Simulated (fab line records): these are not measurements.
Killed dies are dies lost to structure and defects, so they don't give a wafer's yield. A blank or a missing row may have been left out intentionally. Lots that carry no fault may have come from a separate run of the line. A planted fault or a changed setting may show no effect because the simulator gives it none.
Split-lot trial | flow gf180mcu | 23 wafers read across 5 lots, on a route 602 steps long

SPLIT DETAILS
At GF_NSD_IMPLANT_09, the setting energyKev was moved away from the recipe's 60 on 9 of the 23 wafers read, by -5.7% to +6.4%. All remaining wafers had this setting at the recipe value.

FROM THE SPLIT TO THE READING: what the file shows between them, 8 steps
- GF_NSD_IMPLANT_10
- GF_NSD_STRIP_11: strips in O2/N2
- GF_PSD_EXPOSE_04: exposes mask Pplus, target cd 400 nm (also split here: doseMj)
- GF_PSD_PEB_05
- GF_PSD_DEVELOP_06: develop time 60 s
- GF_PSD_CD_MEAS_07: target cd 400 nm
- GF_PSD_CLEAN_12: cleans in SC1/SC2, time 150 s (also split here: timeS)
- GF_PSD_RTA_13: time 20 s

THE READING
NSD_RS (ohm/sq), read at GF_PSD_RS_MEAS_14 with a four-point probe. Typical for fault-free wafers on this fab line: 46.11 ohm/sq, with standard deviation 0.068 ohm/sq.

wafer  | tool, chamber at the split | energyKev as run | against the recipe | NSD_RS, ohm/sq | against lot-mates on the recipe
L074.1 | implanter-01, 0            | 60               | recipe             | 46.06          | -
L074.4 | implanter-01, 0            | 60               | recipe             | 45.99          | -
L074.6 | implanter-01, 0            | 60               | recipe             | 46.19          | -
L078.1 | implanter-03, 0            | 60               | recipe             | 46.17          | -
L078.2 | implanter-03, 0            | 60               | recipe             | 46.10          | -
L078.3 | implanter-03, 0            | 60               | recipe             | 46.07          | -
L078.4 | implanter-03, 0            | 56.58            | -5.7%              | 47.12          | +1.01
L078.6 | implanter-03, 0            | 56.58            | -5.7%              | 47.13          | +1.02
L079.1 | implanter-01, 0            | 61.64            | +2.7%              | 45.57          | -0.53
L079.2 | implanter-01, 0            | 61.64            | +2.7%              | 45.60          | -0.50
L079.3 | implanter-01, 0            | 60               | recipe             | 46.03          | -
L079.5 | implanter-01, 0            | 60               | recipe             | 46.14          | -
L079.6 | implanter-01, 0            | 60               | recipe             | 46.12          | -
L082.1 | implanter-03, 0            | 62.82            | +4.7%              | 45.39          | -0.68
L082.3 | implanter-03, 0            | 60               | recipe             | 46.06          | -
L082.4 | implanter-03, 0            | 62.82            | +4.7%              | 45.25          | -0.82
L082.5 | implanter-03, 0            | 62.82            | +4.7%              | 45.28          | -0.79
L082.6 | implanter-03, 0            | 60               | recipe             | 46.08          | -
L085.1 | implanter-04, 0            | 63.83            | +6.4%              | 45.02          | -1.07
L085.2 | implanter-04, 0            | 63.83            | +6.4%              | 45.02          | -1.07
L085.4 | implanter-04, 0            | 60               | recipe             | 46.07          | -
L085.5 | implanter-04, 0            | 60               | recipe             | 46.04          | -
L085.6 | implanter-04, 0            | 60               | recipe             | 46.17          | -

THE FIT
A straight line over all 23 wafers: NSD_RS changes by -0.173 ohm/sq for each +1% of energyKev; r = -0.99; the points scatter about the line by 0.056 ohm/sq.
The same after taking each lot's own level away (the mean of its wafers on the recipe; 23 wafers): -0.171 ohm/sq for each +1%; r = -0.99; scatter 0.056 ohm/sq.
The reading moves by 1.1 ohm/sq for the largest change in energyKev, on that fit.
The lots' own levels span 46.070 to 46.113 ohm/sq, that is 0.6 times the standard deviation above.
Consequently the slope shifts little with the lot-to-lot level, the two slopes agreeing.
Check: for one of the wafers moved furthest among these (+6.4%), held out of the fit, the line's prediction against its lot-mates is -1.09 ohm/sq. It came out at -1.07 ohm/sq against them.

FURTHER SPLITS ON THESE WAFERS
Before the reading, these wafers also passed through other splits. Each is held against what the fit with the lots' levels taken away leaves over:
other split on the same wafers | wafers away from the commonest value | r with NSD_RS (lot level and that fit taken away)
GF_POLY_GATE_PEB_08 pebTimeS   | 7                                    | -0.15
GF_HV_LDD_EXPOSE_16 doseMj     | 7                                    | +0.02
GF_HV_LDD_IMPLANT_48 doseCm2   | 5                                    | +0.04
GF_HV_LDD_CVD_56 tempC         | 15                                   | -0.04
GF_NSD_DEVELOP_06 devTempC     | 8                                    | +0.11
GF_PSD_EXPOSE_04 doseMj        | 4                                    | +0.21
GF_PSD_CLEAN_12 timeS          | 15                                   | +0.24

THE WHOLE CHAIN: every reading that the file lists as answering this split, in the file's order
step              | what it does                 | reading                                                        | change (the file's fit)               | r (the file's)
GF_NSD_IMPLANT_09 |                              | implant.rpNm (the simulator's own value, which no gauge read)  | +0.31 nm for each +1% of the setting  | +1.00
GF_NSD_IMPLANT_09 |                              | implant.drpNm (the simulator's own value, which no gauge read) | +0.123 nm for each +1% of the setting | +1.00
GF_NSD_STRIP_11   | strips in O2/N2              | stripTimeToEndpointS                                           | withheld for each +1% of the setting  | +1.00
GF_PSD_RS_MEAS_14 | measures by four-point-probe | NSD_RS                                                         | -0.172 for each +1% of the setting    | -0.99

FILE'S OWN FIT
NSD_RS changes by -0.172 ohm/sq for each +1% of energyKev, r = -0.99.
